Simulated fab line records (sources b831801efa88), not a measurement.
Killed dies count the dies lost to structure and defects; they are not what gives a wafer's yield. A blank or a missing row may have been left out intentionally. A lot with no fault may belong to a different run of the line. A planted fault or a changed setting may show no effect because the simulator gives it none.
fab line records	flow sky130
record lots=6	wafers=18	lastDay=50
route steps=708 shown VT_ADJUST_LVTN@116 VT_ADJUST_NCORE@119 VT_ADJUST_HVTR@131 PAD_OPEN@708
lots untouched by any fault: they come from a run of this same line in which no faults occurred
startH: start of the lot's first displayed wafer, in hours after the record's first day	waitH: hours from the lot's prior step to this one	" repeats the value in the row above	L1.1+2: several wafers, shown together as one row	- no value present, or no start provided	* or withheld: withheld	< > ~ a bound
route shown NAME@n: a module of which the file shows steps, and the number in the route of the first	usual: mean/standard deviation of fault-free wafers	same: alike in all rows	chamber/n: place in a boat	sites: each site's reading	_std_site: their standard deviation	_edge_site: the outer-site mean with the inner-site mean subtracted	radiusMm: how far each site lies from the wafer's centre	mask NAME#n: copy n	behind: the last tool/chamber to shape the wafer	hold: why the lot went on hold/how many hours it stayed there/how the hold came to an end	device: names the non-switching transistor (n, p or np)	end of line: tests run on the same wafers once the route is complete	where a step has no rows: the recipe by itself	killed: at the first sort, the dies lost to defects and structure; wafer yield is something else	map: a wafer's dies, marking killed ones x, the rest . and places with no die _
set.NAME: the setting that was run; set.NAME@STEP: the one run at that earlier step	model.NAME: the simulator's own value behind a step, which no gauge read
certain route steps with their lots: each step a table, each wafer a row
services: a tool's chamber out of use, with start hour (startH, from the record's first day; less than 0 if before it), hours out, and reason
## steps
# step SKY_VT_ADJUST_LVTN_IMPLANT_19
# recipe species=B	energyKev=30	doseCm2=6.5e+11	tiltDeg=withheld
# step SKY_VT_ADJUST_LVTN_STRIP_20
# recipe chemistry=O2/N2	powerW=1400	pressureMtorr=1500	platenTempC=withheld	o2FlowSccm=3000	n2FlowSccm=300	overashFraction=0.5
# usual drypumpMotorCurrentA=5.7/0.43	oesProductAu=0.716/0.0047	stripTimeToEndpointS=14.16/0.039
lot.wafer	tool	chamber	startH	waitH	drypumpMotorCurrentA	oesProductAu	rfHoursCounterH	stripTimeToEndpointS
L616.1	plasmaAsher-01	1	165.01	0.1	5.5	0.722	4	14.15
L616.4	"	0	"	"	6.1	0.711	-	14.16
L616.5	"	0	"	"	6.1	0.712	-	14.19
L617.1	plasmaAsher-02	1	173.16	0.1	4.8	0.713	34	14.18
L617.3	"	1	"	"	4.8	0.712	-	14.17
L617.5	"	0	"	"	5.8	0.710	-	14.17
L622.1	plasmaAsher-02	0	209.19	0.1	5.7	0.711	37	14.15
L622.4	"	0	"	"	5.8	0.721	-	14.12
L622.5	"	1	"	"	4.8	0.720	-	14.14
L627.1	plasmaAsher-02	1	241.11	0.1	4.8	0.719	40	14.08
L627.3	"	0	"	"	5.8	0.722	-	14.10
L627.5	"	1	"	"	4.8	0.720	-	14.09
L636.1	plasmaAsher-02	0	307.38	0.1	5.8	0.715	47	14.19
L636.3	"	0	"	"	5.8	0.713	-	14.16
L636.6	"	1	"	"	4.8	0.721	-	14.18
L637.2	plasmaAsher-02	1	319.16	0.1	4.8	0.719	48	14.17
L637.3	"	1	"	"	4.8	0.713	-	14.14
L637.4	"	0	"	"	5.8	0.722	-	14.18
# step SKY_VT_ADJUST_LVTN_TW_MEAS_21
# usual VT_ADJUST_LVTN_2_TW=188.2/1.9
lot.wafer	tool	chamber	startH	waitH	VT_ADJUST_LVTN_2_TW
L616.1	filmMetro-02	-	165.11	0.1	192.2
L616.4	"	-	"	"	193.1
L616.5	"	-	"	"	193.0
L617.1	filmMetro-04	-	173.26	0.1	188.6
L617.3	"	-	"	"	188.2
L617.5	"	-	"	"	187.0
L622.1	filmMetro-04	-	209.29	0.1	186.9
L622.4	"	-	"	"	188.3
L622.5	"	-	"	"	188.4
L627.1	filmMetro-04	-	241.21	0.1	186.6
L627.3	"	-	"	"	188.3
L627.5	"	-	"	"	187.0
L636.1	filmMetro-01	-	307.48	0.1	185.7
L636.3	"	-	"	"	185.8
L636.6	"	-	"	"	185.7
L637.2	filmMetro-04	-	319.27	0.1	188.4
L637.3	"	-	"	"	187.6
L637.4	"	-	"	"	187.0
# step SKY_VT_ADJUST_NCORE_DEHYDRATE_00
# recipe tempC=200	timeS=60
# step SKY_VT_ADJUST_NCORE_HMDS_01
# recipe primeTimeS=60	primeTempC=120
# step SKY_VT_ADJUST_NCORE_COAT_02
# recipe resist=NOVOLAK	spinRpm=3000	resistThkNm=1140
# step SKY_VT_ADJUST_NCORE_SOFTBAKE_03
# recipe tempC=90	timeS=60	resist=NOVOLAK
# step SKY_VT_ADJUST_NCORE_EXPOSE_04
# recipe maskId=LVTN_COMPLEMENT_THIN	na=0.6	sourceShape=conventional	sigmaOuter=0.6	polarization=unpolarized	targetCdNm=380	doseMj=139
# step SKY_VT_ADJUST_NCORE_PEB_05
# recipe tempC=withheld	timeS=*	resist=NOVOLAK
# step SKY_VT_ADJUST_NCORE_DEVELOP_06
# recipe resist=NOVOLAK	developer=TMAH	developTimeS=60	devTempC=23
# step SKY_VT_ADJUST_NCORE_CD_MEAS_07
# recipe targetCdNm=380
# usual cdNm=379.9/2.3
lot.wafer	tool	chamber	startH	waitH	cdNm
L616.1	cdSem-02	-	185.13	0.1	383.0
L616.4	"	-	"	"	379.5
L616.5	"	-	"	"	380.5
L617.1	cdSem-02	-	193.80	0.1	382.2
L617.3	"	-	"	"	379.2
L617.5	"	-	"	"	381.5
L622.1	cdSem-02	-	231.05	0.1	376.1
L622.4	"	-	"	"	375.6
L622.5	"	-	"	"	378.8
L627.1	cdSem-01	-	263.95	0.1	380.2
L627.3	"	-	"	"	380.0
L627.5	"	-	"	"	377.2
L636.1	cdSem-01	-	333.42	0.1	380.3
L636.3	"	-	"	"	381.9
L636.6	"	-	"	"	381.9
L637.2	cdSem-02	-	345.22	0.1	377.5
L637.3	"	-	"	"	379.5
L637.4	"	-	"	"	378.7
# step SKY_VT_ADJUST_NCORE_OVL_MEAS_08
# usual VT_ADJUST_NCORE_OVL=0.0/1.7
lot.wafer	tool	chamber	startH	waitH	VT_ADJUST_NCORE_OVL[nm]
L616.1	overlay-01	-	185.25	0.1	0.2
L616.4	"	-	"	"	-1.0
L616.5	"	-	"	"	-0.3
L617.1	overlay-01	-	193.92	0.1	2.6
L617.3	"	-	"	"	3.2
L617.5	"	-	"	"	0.7
L622.1	overlay-02	-	231.17	0.1	0.2
L622.4	"	-	"	"	-2.0
L622.5	"	-	"	"	-0.1
L627.1	overlay-01	-	264.07	0.1	0.8
L627.3	"	-	"	"	-0.2
L627.5	"	-	"	"	-0.1
L636.1	overlay-01	-	333.54	0.1	-1.5
L636.3	"	-	"	"	-3.3
L636.6	"	-	"	"	-1.9
L637.2	overlay-01	-	345.33	0.1	0.5
L637.3	"	-	"	"	0.7
L637.4	"	-	"	"	0.5
# step SKY_VT_ADJUST_NCORE_IMPLANT_09
# recipe species=B	energyKev=10	doseCm2=2.4e+12	tiltDeg=withheld
# usual beamOnS=10.03/0.23	faradayCurrentUA=13.5/0.32
lot.wafer	tool	chamber	startH	waitH	beamOnS	faradayCurrentUA
L616.1	implanter-01	0	185.28	0.0	10.07	13.4
L616.4	"	0	"	"	10.06	13.5
L616.5	"	0	"	"	10.54	12.8
L617.1	implanter-02	0	193.96	0.0	9.98	13.5
L617.3	"	0	"	"	10.18	13.3
L617.5	"	0	"	"	9.97	13.6
L622.1	implanter-01	0	231.21	0.0	11.82	11.4
L622.4	"	0	"	"	11.73	11.5
L622.5	"	0	"	"	11.88	11.4
L627.1	implanter-01	0	264.11	0.0	12.31	11.0
L627.3	"	0	"	"	11.62	11.7
L627.5	"	0	"	"	12.21	11.1
L636.1	implanter-03	0	333.58	0.0	9.71	13.9
L636.3	"	0	"	"	10.54	12.8
L636.6	"	0	"	"	10.02	13.5
L637.2	implanter-01	0	345.38	0.0	10.31	13.1
L637.3	"	0	"	"	10.11	13.4
L637.4	"	0	"	"	10.19	13.3
# step SKY_VT_ADJUST_NCORE_STRIP_10
# recipe chemistry=O2/N2	powerW=1400	pressureMtorr=1500	platenTempC=withheld	o2FlowSccm=3000	n2FlowSccm=300	overashFraction=0.5
# usual drypumpMotorCurrentA=5.8/0.3	oesProductAu=0.715/0.0044	stripTimeToEndpointS=14.17/0.039
lot.wafer	tool	chamber	startH	waitH	drypumpMotorCurrentA	oesProductAu	rfHoursCounterH	stripTimeToEndpointS
L616.1	plasmaAsher-03	0	185.43	0.1	6.0	0.717	50	14.13
L616.4	"	1	"	"	5.4	0.714	-	14.19
L616.5	"	1	"	"	5.4	0.716	-	14.18
L617.1	plasmaAsher-03	0	194.11	0.1	6.0	0.715	51	14.17
L617.3	"	0	"	"	6.0	0.719	-	14.19
L617.5	"	1	"	"	5.4	0.721	-	14.20
L622.1	plasmaAsher-03	0	231.36	0.1	6.0	0.711	55	14.17
L622.4	"	1	"	"	5.4	0.720	-	14.17
L622.5	"	1	"	"	5.4	0.718	-	14.18
L627.1	plasmaAsher-03	0	264.26	0.1	6.0	0.711	57	14.27
L627.3	"	0	"	"	6.0	0.719	-	14.18
L627.5	"	0	"	"	6.0	0.724	-	14.23
L636.1	plasmaAsher-04	0	333.73	0.1	6.1	0.711	66	14.19
L636.3	"	0	"	"	6.2	0.709	-	14.16
L636.6	"	1	"	"	5.5	0.715	-	14.15
L637.2	plasmaAsher-04	0	345.51	0.1	6.2	0.715	67	14.18
L637.3	"	0	"	"	6.2	0.720	-	14.20
L637.4	"	1	"	"	5.5	0.711	-	14.17
# step SKY_VT_ADJUST_NCORE_TW_MEAS_11
# usual VT_ADJUST_NCORE_TW=218.2/1.5
lot.wafer	tool	chamber	startH	waitH	VT_ADJUST_NCORE_TW
L616.1	filmMetro-04	-	185.53	0.1	219.4
L616.4	"	-	"	"	219.3
L616.5	"	-	"	"	219.2
L617.1	filmMetro-01	-	194.21	0.1	217.2
L617.3	"	-	"	"	217.7
L617.5	"	-	"	"	215.8
L622.1	filmMetro-01	-	231.46	0.1	228.9
L622.4	"	-	"	"	229.5
L622.5	"	-	"	"	229.2
L627.1	filmMetro-01	-	264.36	0.1	227.0
L627.3	"	-	"	"	225.9
L627.5	"	-	"	"	227.2
L636.1	filmMetro-04	-	333.83	0.1	218.5
L636.3	"	-	"	"	218.6
L636.6	"	-	"	"	219.1
L637.2	filmMetro-04	-	345.62	0.1	218.7
L637.3	"	-	"	"	217.4
L637.4	"	-	"	"	218.9
# step SKY_VT_ADJUST_HVTR_DEHYDRATE_00
# recipe tempC=200	timeS=60
# step SKY_PAD_OPEN_PROBE_99
# usual killed_at_M0_to_M3=44/7.3	killed_at_M4_up=3.1/1.6	killedAtContacts=24/5.4	killedAtFrontEnd=15/4	killedAtOther=0.2/0.49	killedDies=86/10	killedOpen=48/7.3	killedShort=38/6.3
# same grossDies=492	killedAtBackSide=0
lot.wafer	tool	chamber	startH	waitH	killed_at_M0_to_M3	killed_at_M4_up	killedAtContacts	killedAtFrontEnd	killedAtOther	killedDies	killedOpen	killedShort	model.etest.nfet_16v.rOnOhmUm	model.etest.pfetG5v0d10v5.rOnOhmUm	model.etest.tipP.rsOhmSq	model.etest.resPwellUnderGate.rsOhmSq	model.etest.nfetG5v0d10v5.rOnOhmUm	model.etest.tip_p_5v.rsOhmSq	model.etest.nfetG5v0d10v5.driveUaUm	model.etest.pfetG5v0d10v5.driveUaUm
L616.1	prober-01	-	1076.52	0.1	49	4	23	6	0	82	43	39	1.397e+04	4689	6878	2283	1864	2843	621.1	347.8
L616.4	prober-01	-	1076.67	0.2	39	3	25	14	0	81	40	41	1.407e+04	4711	6882	2272	1862	2849	620.2	346.8
L616.5	prober-01	-	1076.72	0.2	42	4	24	13	0	83	52	31	1.409e+04	4716	6925	2282	1873	2835	620.4	349.4
L617.1	prober-02	-	1084.33	0.1	36	4	30	8	0	78	51	27	1.398e+04	4800	6813	2288	1877	2849	619.3	339.4
L617.3	prober-02	-	1084.43	0.2	42	2	25	14	0	83	47	36	1.405e+04	4710	6803	2271	1852	2863	630.1	350.2
L617.5	prober-02	-	1084.53	0.2	36	3	31	18	0	88	50	38	1.412e+04	4739	6819	2292	1869	2847	623.9	346.1
L622.1	prober-01	-	1116.15	0.1	40	3	23	13	0	79	38	41	1.507e+04	4528	6824	2251	1949	2852	576.4	358.7
L622.4	prober-01	-	1116.30	0.2	42	1	28	17	0	88	51	37	1.521e+04	4603	6818	2242	1986	2814	573.8	355
L622.5	prober-01	-	1116.35	0.2	47	2	24	25	0	98	54	44	1.52e+04	4590	6743	2240	1968	2833	568.7	359.7
L627.1	prober-02	-	1144.01	0.1	44	2	20	6	0	72	41	31	1.542e+04	4644	6621	2267	1996	2826	563.2	350.9
L627.3	prober-02	-	1144.11	0.2	43	4	26	16	0	89	44	45	1.534e+04	4561	6579	2252	1952	2802	571.6	361
L627.5	prober-02	-	1144.21	0.2	34	2	24	12	1	73	36	37	1.521e+04	4614	6602	2246	1979	2803	570.1	357.4
L636.1	prober-02	-	1192.05	0.1	53	1	24	11	0	89	51	38	1.413e+04	4858	6915	2310	1904	2894	597.1	334.7
L636.3	prober-02	-	1192.15	0.2	45	2	29	22	1	99	56	43	1.418e+04	4931	6845	2303	1943	2868	585.8	328.9
L636.6	prober-02	-	1192.30	0.2	35	3	28	12	1	79	46	33	1.428e+04	4929	6894	2316	1935	2854	589.4	329.6
L637.2	prober-02	-	1197.67	0.1	32	6	34	17	0	89	52	37	1.408e+04	4839	6889	2278	1905	2866	601.1	340.1
L637.3	prober-02	-	1197.72	0.2	60	2	24	12	0	98	52	46	1.398e+04	4676	6891	2298	1860	2863	614.5	350.1
L637.4	prober-02	-	1197.77	0.2	50	5	35	12	0	102	66	36	1.426e+04	4833	6883	2277	1918	2860	596.6	339.3
# killed by level:class
L616.1 VIA1:geometricParticle:open=14 CONTACT:geometricParticle:open=9 VIA3:geometricParticle:open=6 METAL1:geometricParticle:short=5 VIA1:geometricParticle:short=5 METAL2:geometricParticle:short=4 METAL3:geometricParticle:short=4 VIA3:geometricParticle:short=4
L616.4 CONTACT:geometricParticle:open=8 VIA1:geometricParticle:open=8 LI_CONTACT:geometricParticle:open=5 METAL1:geometricParticle:short=5 FIELD_ISO:geometricParticle:short=4 POLY_GATE:geometricParticle:open=4 POLY_GATE:geometricParticle:short=4 LI_CONTACT:geometricParticle:short=4
L616.5 VIA1:geometricParticle:open=11 LI_CONTACT:geometricParticle:open=10 VIA3:geometricParticle:open=9 CONTACT:geometricParticle:open=7 METAL1:geometricParticle:short=6 POLY_GATE:geometricParticle:short=4 VIA1:geometricParticle:short=4 VIA2:geometricParticle:open=4
L617.1 VIA1:geometricParticle:open=13 LI_CONTACT:geometricParticle:open=12 VIA3:geometricParticle:open=8 CONTACT:geometricParticle:open=7 CONTACT:geometricParticle:short=6 VIA2:geometricParticle:open=4 VIA3:geometricParticle:short=4 SPACER:geometricParticle:short=3
L617.3 VIA1:geometricParticle:open=11 CONTACT:geometricParticle:open=8 CONTACT:geometricParticle:short=7 METAL2:geometricParticle:short=7 VIA2:geometricParticle:open=6 LI_CONTACT:geometricParticle:open=6 FIELD_ISO:geometricParticle:open=4 VIA3:geometricParticle:short=4
L617.5 VIA3:geometricParticle:open=15 CONTACT:geometricParticle:open=12 LOCAL_INTERCONNECT:geometricParticle:short=7 VIA1:geometricParticle:open=6 FIELD_ISO:geometricParticle:open=4 FIELD_ISO:geometricParticle:short=4 LI_CONTACT:geometricParticle:open=4 VIA1:geometricParticle:short=4
L622.1 LI_CONTACT:geometricParticle:open=10 VIA3:geometricParticle:open=8 METAL1:geometricParticle:short=6 VIA1:geometricParticle:short=6 VIA1:geometricParticle:open=5 LOCAL_INTERCONNECT:geometricParticle:short=5 METAL2:geometricParticle:short=5 VIA2:geometricParticle:open=4
L622.4 CONTACT:geometricParticle:open=13 VIA3:geometricParticle:open=8 VIA2:geometricParticle:open=7 LI_CONTACT:geometricParticle:open=6 VIA1:geometricParticle:short=6 FIELD_ISO:geometricParticle:short=5 VIA1:geometricParticle:open=5 FIELD_ISO:geometricParticle:open=4
L622.5 VIA1:geometricParticle:open=13 LI_CONTACT:geometricParticle:open=10 POLY_GATE:geometricParticle:short=8 METAL1:geometricParticle:short=7 FIELD_ISO:geometricParticle:open=5 POLY_GATE:geometricParticle:open=5 LI_CONTACT:geometricParticle:short=5 CONTACT:geometricParticle:open=5
L627.1 VIA1:geometricParticle:open=10 CONTACT:geometricParticle:open=9 METAL2:geometricParticle:short=8 VIA2:geometricParticle:open=8 LI_CONTACT:geometricParticle:open=4 CONTACT:geometricParticle:short=4 METAL1:geometricParticle:short=4 VIA3:geometricParticle:open=4
L627.3 CONTACT:geometricParticle:open=12 VIA1:geometricParticle:short=8 VIA1:geometricParticle:open=8 CONTACT:geometricParticle:short=7 LI_CONTACT:geometricParticle:open=6 METAL1:geometricParticle:short=6 FIELD_ISO:geometricParticle:open=5 METAL2:geometricParticle:short=5
L627.5 CONTACT:geometricParticle:open=8 VIA2:geometricParticle:open=6 LOCAL_INTERCONNECT:geometricParticle:short=6 VIA1:geometricParticle:open=6 METAL2:geometricParticle:short=6 POLY_GATE:geometricParticle:short=5 CONTACT:geometricParticle:short=4 VIA1:geometricParticle:short=4
L636.1 VIA1:geometricParticle:open=18 CONTACT:geometricParticle:open=10 VIA2:geometricParticle:open=8 METAL1:geometricParticle:short=6 CONTACT:geometricParticle:short=5 VIA2:geometricParticle:short=4 VIA3:geometricParticle:open=4 VIA3:geometricParticle:short=4
L636.3 CONTACT:geometricParticle:open=13 VIA1:geometricParticle:open=12 FIELD_ISO:geometricParticle:open=7 POLY_GATE:geometricParticle:short=6 VIA1:geometricParticle:short=6 CONTACT:geometricParticle:short=5 VIA2:geometricParticle:open=5 VIA3:geometricParticle:open=5
L636.6 CONTACT:geometricParticle:open=12 VIA3:geometricParticle:open=10 VIA1:geometricParticle:open=8 CONTACT:geometricParticle:short=7 FIELD_ISO:geometricParticle:open=5 VIA1:geometricParticle:short=4 LOCAL_INTERCONNECT:geometricParticle:short=3 METAL1:geometricParticle:short=3
L637.2 CONTACT:geometricParticle:open=15 LI_CONTACT:geometricParticle:open=10 METAL1:geometricParticle:short=7 VIA1:geometricParticle:open=7 VIA2:geometricParticle:open=6 POLY_GATE:geometricParticle:open=5 LOCAL_INTERCONNECT:geometricParticle:short=5 METAL4:geometricParticle:short=5
L637.3 VIA1:geometricParticle:open=15 CONTACT:geometricParticle:open=11 VIA1:geometricParticle:short=9 METAL1:geometricParticle:short=7 VIA2:geometricParticle:open=6 METAL2:geometricParticle:short=6 POLY_GATE:geometricParticle:short=4 LI_CONTACT:geometricParticle:short=4
L637.4 CONTACT:geometricParticle:open=17 VIA1:geometricParticle:open=15 LI_CONTACT:geometricParticle:open=13 VIA2:geometricParticle:open=7 VIA1:geometricParticle:short=6 VIA3:geometricParticle:open=6 POLY_GATE:geometricParticle:short=4 METAL1:geometricParticle:short=4
## services
tool	chamber	startH	hours	kind
implanter-02	-	142.71	0.5	repair
implanter-01	-	167.87	1.3	repair
plasmaAsher-02	-	170.31	2.8	pm
plasmaAsher-02	-	226.23	2.9	repair
plasmaAsher-03	-	236.25	8.5	repair
plasmaAsher-04	-	259.42	1.2	repair
implanter-02	-	269.61	3.8	pm
plasmaAsher-03	-	302.50	11.8	repair
implanter-03	-	324.02	1.6	repair
plasmaAsher-02	-	339.43	4.0	repair
implanter-02	-	342.77	3.1	pm
## key
firstSign step=SKY_VT_ADJUST_NCORE_IMPLANT_09	reading=beamOnS	direction=up	sigmas=8.2	usual=10.03	struck=11.93
effect step=SKY_VT_ADJUST_NCORE_IMPLANT_09	reading=faradayCurrentUA	direction=down	sigmas=6.8	usual=13.5	struck=11.3
effect step=SKY_VT_ADJUST_NCORE_TW_MEAS_11	reading=VT_ADJUST_NCORE_TW	direction=up	sigmas=6.3	usual=218.2	struck=227.9
modelEffect step=SKY_PAD_OPEN_PROBE_99	value=etest.nfet_16v.rOnOhmUm	without=1.436e+04	struck=1.524e+04
metAt SKY_VT_ADJUST_NCORE_IMPLANT_09
struckWafers L622.1,L622.4,L622.5,L627.1,L627.3,L627.5
testerLeftOut L622,L627
onsetBetween 185.28 231.21
fault kind=processParameterDrift	tool=implanter-01	chamber=-	onsetH=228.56	steps=SKY_VT_ADJUST_NCORE_IMPLANT_09	channel=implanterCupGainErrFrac	offset=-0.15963	shape=step	endH=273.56
# testerLeftOut: of these lots the tester's yield and bins aren't shown, on N5 and GAA mostly nor the transistor test; their killed dies are dies lost to structure and defects alone, not to doping, threshold or leakage, so they don't give the yield
